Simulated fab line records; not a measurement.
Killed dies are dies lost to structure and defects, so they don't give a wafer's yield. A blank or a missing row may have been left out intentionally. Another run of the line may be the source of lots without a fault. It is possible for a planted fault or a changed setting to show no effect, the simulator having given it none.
Matching of chambers -- flow gf180mcu -- GF_V2_CVD_02 on pecvd-03 has 3 sister chambers
The step deposits SiO2 from TEOS, target thk 850 nm, time 94.851 s. 6 wafers are shown with their chamber, then 7 later ones without.

WAFERS PAIRED WITH THEIR CHAMBERS
wafer,chamber,heater_power_w (W)
L082.5,0,698
L086.1,0,712
L086.4,2,591
L086.5,1,768
L094.1,1,681
L094.2,2,608

WAFERS MISSING THEIR CHAMBER
wafer,heater_power_w (W)
L094.4,776
L096.1,741
L096.2,589
L096.3,813
L096.4,656
L096.5,605
L096.6,777

EACH ONE'S CHAMBER
wafer,from the rows above,in truth
L094.4,can't be placed: 1 or 0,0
L096.1,can't be placed: 1 or 0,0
L096.2,2,2
L096.3,can't be placed: 1 or 0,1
L096.4,can't be placed: 0 or 2 or 1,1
L096.5,2,2
L096.6,can't be placed: 1 or 0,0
Correct placement for 2 of the 7. From these rows, 5 cannot be placed; in 5 the true chamber is one of the candidates. Placed wrongly: 0.
How it was worked out, from the rows above alone: a wafer's distance from a chamber is the root of the sum, over the readings, of the square of ((its reading less the chamber's mean) divided by the reading's scatter). If the next closest chamber is less than 2 further off than the closest, the wafer can't be placed; otherwise it belongs to the closest. A chamber's mean is the mean of its shown wafers. How the scatter is found: for the shown wafers, subtract from each reading the mean of its chamber, square and add these, divide the total by (wafers less chambers), then take the root.
